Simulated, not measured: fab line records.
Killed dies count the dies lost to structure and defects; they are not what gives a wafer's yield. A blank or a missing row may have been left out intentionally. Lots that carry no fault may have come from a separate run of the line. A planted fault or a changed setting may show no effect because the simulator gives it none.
Which of the tools did it? + flow sky130 + 12 lots with 36 wafers sampled at 4 steps, on a route of 708 steps

WHAT EACH GAUGE READ, for each wafer
SKY_GATE_OXIDE_TW_MEAS_14. Usual: GATE_OXIDE_TW typically reads 223.0, with standard deviation 1.5.
| lot  | measured     | on            | GATE_OXIDE_TW     | flag |
|------|--------------|---------------|-------------------|------|
| L428 | day 14 18:02 | film_metro-04 | 223.7 223.5 223.4 |      |
| L429 | day 14 22:54 | film_metro-04 | 224.4 224.6 224.2 |      |
| L430 | day 15 06:23 | film_metro-04 | 225.6 225.4 224.7 |      |
| L431 | day 15 15:46 | film_metro-04 | 225.7 226.2 226.3 |      |
| L435 | day 17 02:36 | film_metro-03 | 221.2 222.1 222.3 |      |
| L436 | day 17 09:22 | film_metro-01 | 223.6 222.7 223.4 |      |
| L437 | day 17 18:50 | film_metro-03 | 223.2 222.5 221.6 |      |
| L438 | day 17 23:38 | film_metro-03 | 222.0 221.5 222.7 |      |
| L439 | day 18 11:56 | film_metro-03 | 221.8 221.8 222.1 |      |
| L444 | day 19 21:25 | film_metro-01 | 341.6 343.6 345.5 | OFF  |
| L445 | day 20 01:37 | film_metro-04 | 344.2 345.2 348.2 | OFF  |
| L451 | day 21 22:25 | film_metro-04 | 223.4 223.8 224.8 |      |

SKY_RES_PROTECT_TW_MEAS_08. Usual: POLY_GATE_TW typically reads 4005, with standard deviation 30.
| lot  | measured     | on            | POLY_GATE_TW   | flag |
|------|--------------|---------------|----------------|------|
| L428 | day 16 00:43 | film_metro-02 | 3993 4008 3996 |      |
| L429 | day 16 05:08 | film_metro-02 | 3967 3981 3965 |      |
| L430 | day 16 14:50 | film_metro-04 | 4045 4041 4017 |      |
| L431 | day 16 22:55 | film_metro-01 | 3989 4006 3997 |      |
| L435 | day 18 11:38 | film_metro-02 | 3950 3970 3987 |      |
| L436 | day 18 18:47 | film_metro-01 | 4045 4036 4034 |      |
| L437 | day 19 04:02 | film_metro-02 | 3991 4011 3970 |      |
| L438 | day 19 08:05 | film_metro-01 | 3998 4020 3997 |      |
| L439 | day 19 20:52 | film_metro-02 | 3938 3991 3975 |      |
| L444 | day 21 06:15 | film_metro-02 | 3993 3970 3991 |      |
| L445 | day 21 11:02 | film_metro-04 | 4040 4043 4029 |      |
| L451 | day 23 09:16 | film_metro-01 | 4017 4000 3993 |      |

SKY_POLY_GATE_OVL_MEAS_14. Usual: POLY_GATE_OVL typically reads 0 nm, with standard deviation 5.8.
| lot  | measured     | on         | POLY_GATE_OVL (nm) | flag |
|------|--------------|------------|--------------------|------|
| L428 | day 17 07:43 | overlay-02 | 10 5 -5            |      |
| L429 | day 17 12:16 | overlay-02 | -5 1 -5            |      |
| L430 | day 17 23:13 | overlay-01 | -7 -6 -1           |      |
| L431 | day 18 06:40 | overlay-01 | -8 -10 -12         |      |
| L435 | day 19 20:22 | overlay-01 | -1 -4 8            |      |
| L436 | day 20 04:53 | overlay-02 | -6 1 -11           |      |
| L437 | day 20 11:43 | overlay-01 | 0 6 3              |      |
| L438 | day 20 16:40 | overlay-02 | -10 -8 -8          |      |
| L439 | day 21 03:33 | overlay-02 | -6 -6 -10          |      |
| L444 | day 22 16:14 | overlay-02 | 1 1 -2             |      |
| L445 | day 22 20:07 | overlay-01 | 9 14 6             |      |
| L451 | day 24 17:43 | overlay-01 | 3 6 0              |      |

EACH LOT AND THE TOOL THAT RAN IT (in order: tool; ch and the chambers of the sampled wafers; start)
| lot  | SKY_GATE_OXIDE_IMPLANT_11       |
|------|---------------------------------|
| L428 | implanter-03 ch 0, day 14 17:41 |
| L429 | implanter-03 ch 0, day 14 22:33 |
| L430 | implanter-03 ch 0, day 15 06:03 |
| L431 | implanter-01 ch 0, day 15 15:27 |
| L435 | implanter-03 ch 0, day 17 02:15 |
| L436 | implanter-01 ch 0, day 17 09:01 |
| L437 | implanter-04 ch 0, day 17 18:28 |
| L438 | implanter-01 ch 0, day 17 23:16 |
| L439 | implanter-01 ch 0, day 18 11:37 |
| L444 | implanter-01 ch 0, day 19 21:05 |
| L445 | implanter-01 ch 0, day 20 01:15 |
| L451 | implanter-03 ch 0, day 21 22:06 |
- SKY_GATE_OXIDE_IMPLANT_11

WHAT THE TOOLS THEMSELVES READ (means of the sampled wafers that have a number; where no wafer has one, the mark that the record gives instead)
SKY_GATE_OXIDE_IMPLANT_11. Usual: dose_ions_cm2 2.6e+12, standard deviation 3.1e+09; faraday_current_uA 14.7, standard deviation 0.3.
| lot  | tool         | dose_ions_cm2 | faraday_current_uA | flag |
|------|--------------|---------------|--------------------|------|
| L428 | implanter-03 | 2.6e+12       | 14.6               |      |
| L429 | implanter-03 | 2.6e+12       | 14.5               |      |
| L430 | implanter-03 | 2.6e+12       | 14.9               |      |
| L431 | implanter-01 | 2.6e+12       | 14.5               |      |
| L435 | implanter-03 | 2.6e+12       | 14.6               |      |
| L436 | implanter-01 | 2.6e+12       | 14.9               |      |
| L437 | implanter-04 | 2.6e+12       | 14.8               |      |
| L438 | implanter-01 | 2.6e+12       | 14.5               |      |
| L439 | implanter-01 | 2.6e+12       | 14.9               |      |
| L444 | implanter-01 | 1.1e+13       | 64.3               | OFF  |
| L445 | implanter-01 | 1.1e+13       | 63.6               | OFF  |
| L451 | implanter-03 | 2.6e+12       | 14.6               |      |

THE ANSWER, worked out from the rows above alone
Rule: a lot is off if the mean of its wafers that have a number lies more than 3 standard deviations from the usual mean. A lot without any number at a reading at which 4 lots or more have one is off too. Any other lot the step has rows for is counted as sound. The gauges are gone through in route order, then the tools' own readings, and for those a lot's mean is taken as printed above. At the first step where some lot is off, the reading lying furthest off is the one used; lots without a number count as furthest.
Off: L444, L445, seen at SKY_GATE_OXIDE_TW_MEAS_14 (GATE_OXIDE_TW).
A tool fits if, at a process step before that reading, it ran every lot that is off, and no sound lot after the first of them. Not tried: the gauges at SKY_GATE_OXIDE_TW_MEAS_14; whatever is off there is also off at SKY_GATE_OXIDE_IMPLANT_11, on other tools, and gauge error can't account for it. One candidate fits, namely implanter-01 at SKY_GATE_OXIDE_IMPLANT_11. A fault onset in the window from L439 (day 18 11:37, its last sound lot) to L444 (day 19 21:05, its first lot off) fits.
The tool's own readings at SKY_GATE_OXIDE_IMPLANT_11 bear it out: on the lots that are off they differ by more than 5 times the standard deviation of the sound lots' means. dose_ions_cm2 reads 1.1e+13 there against 2.6e+12 on the sound lots; faraday_current_uA reads 64.0 there against 14.7 on the sound lots.

WHAT THE SIMULATOR PUT IN
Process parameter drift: implanter-01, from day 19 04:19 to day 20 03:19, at SKY_GATE_OXIDE_IMPLANT_11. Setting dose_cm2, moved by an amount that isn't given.
Struck lots among those shown: L444, L445. The rule given above showed the same thing.
